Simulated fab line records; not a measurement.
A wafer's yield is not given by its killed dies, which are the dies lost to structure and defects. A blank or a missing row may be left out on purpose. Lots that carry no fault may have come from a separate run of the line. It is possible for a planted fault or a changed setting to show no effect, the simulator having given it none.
A lot that was struck, set against a sound lot || flow sky130 || 15 steps out of a route of 708
Sound: these wafers, L192.2, L192.3, L192.5. Struck: wafers L195.1, L195.4, L195.5. The cause is given at the end.
Each step with rows lists, per side, the tool, then ch with its chambers, then its first start. Under that, the readings that differ: sound wafers || struck wafers || difference of the means || sigmas: that difference in standard deviations of wafers without a fault.
alike: readings whose means differ by less than 2 such deviations, and words and numbers that are the same on both sides. not compared: withheld readings, readings that some wafer has no value for, bounds like >300 that may hide the same value, and numbers for which the record gives no deviation and whose values overlap.
The two part at a step that has a row with sigmas, a row that says differs or no value, or rows on one side only. Numbers that have no deviation but don't overlap get no sigmas and don't part them. A reading that every wafer of one side lacks parts them only if that side has two wafers or more.

SKY_METAL3_ETCH_16: etches BARC in N2/H2, stops on SiO2, time 88.2 s, target depth 60 nm.
  sound on rie-metal-03 ch 0, day 42 10:22; struck on rie-metal-04 ch 0,1, day 43 05:24
  alike: chamber-pressure-mTorr, drypump-motor-current-A, oes-product-au, throttle-valve-pct
  not compared: rf-hours-counter-h
SKY_METAL3_ETCH_17: etches SiO2 in C4F8/O2/Ar, stops on TiN, time 3.9 s, target depth 15 nm.
  sound on rie-diel-01 ch 1,2,3, day 42 10:28; struck on rie-diel-01 ch 0,1,2, day 43 05:30
  alike: chamber-pressure-mTorr, oes-product-au
SKY_METAL3_METAL_ETCH_18: etches the open film in Cl2/BCl3, stops on SiO2, target depth 845 nm, time 183.1 s.
  sound on rie-metal-02 ch 1, day 42 10:29; struck on rie-metal-03 ch 0,1, day 43 05:31
  alike: chamber-pressure-mTorr, drypump-motor-current-A, oes-product-au, throttle-valve-pct
  not compared: rf-hours-counter-h
SKY_METAL3_STRIP_19: strips in O2/N2.
  sound on plasma-asher-03 ch 0, day 42 10:40; struck on plasma-asher-03 ch 0,1, day 43 05:41
{"reading": "strip-time-to-endpoint-s (s)", "sound": "6.57 6.63 6.62", "struck": "6.43 6.34 6.47", "difference": -0.19, "sigmas": -2}
  alike: chamber-pressure-mTorr, drypump-motor-current-A, oes-product-au
  not compared: rf-hours-counter-h
then, 4 steps without rows for these wafers: SKY_METAL3_STRIP_20 (strips in post etch residue remover, time 1200 s); SKY_METAL3_CLEAN_21 (cleans in IPA, time 180 s); SKY_METAL3_CLEAN_22 (cleans in O3/DIW); SKY_VIA3_HDPCVD_00 (deposits SiO2, target thk 1635 nm, time 272.5 s).
SKY_VIA3_THK_MEAS_01:
  sound on film-metro-01, day 42 11:33; struck on film-metro-02, day 43 06:27
  alike: VIA3_HDPCVD_THK
SKY_VIA3_CMP_02: polishes SiO2.
  sound on cmp-01 ch 0,1,2, day 42 11:36; struck on cmp-02 ch 0,3, day 43 06:34
  alike: motor-current-A
SKY_VIA3_BOW_MEAS_03:
  sound on film-metro-02, day 42 11:55; struck on film-metro-03, day 43 06:49
  alike: VIA3_BOW
then, 1 step without rows for these wafers: SKY_VIA3_DEHYDRATE_04 (time 60 s).
SKY_VIA3_HMDS_05: prime time 60 s.
  sound on litho-track-04 ch 0, day 42 23:15; struck on litho-track-04 ch 0, day 43 16:56
{"reading": "prime-temp-c (C)", "sound": "119.93 119.93 119.99", "struck": "118.76 118.81 118.93", "difference": -1.12, "sigmas": -8}
then, 1 step without rows for these wafers: SKY_VIA3_COAT_06 (resist thk 60 nm).
-- the record jumps here: 6 days lie between the struck wafers' starts before and after (it left off in module VIA3 and takes up again in module PAD_OPEN, whose first step shown is number 708 of the route) --
SKY_PAD_OPEN_PROBE_99:
  sound on prober-02, day 48 23:16; struck on prober-01, day 49 15:12
  alike: defect-limited-yield, killed_at_M0_to_M3, killed_at_M4_up, killed-at-contacts, killed-at-front-end, killed-at-other, killed-dies, killed-open, killed-short, sort_bin_3_pad_short, sort_bin_5_function, sort_bin_6_memory, sort-n-pass, sort-yield-pct

WHERE THEY PART
At SKY_METAL3_STRIP_19 first; at SKY_VIA3_HMDS_05 last (within this record only). Later steps at which nothing parts them and some readings are alike: SKY_PAD_OPEN_PROBE_99.

WHY: whatever the simulator had introduced
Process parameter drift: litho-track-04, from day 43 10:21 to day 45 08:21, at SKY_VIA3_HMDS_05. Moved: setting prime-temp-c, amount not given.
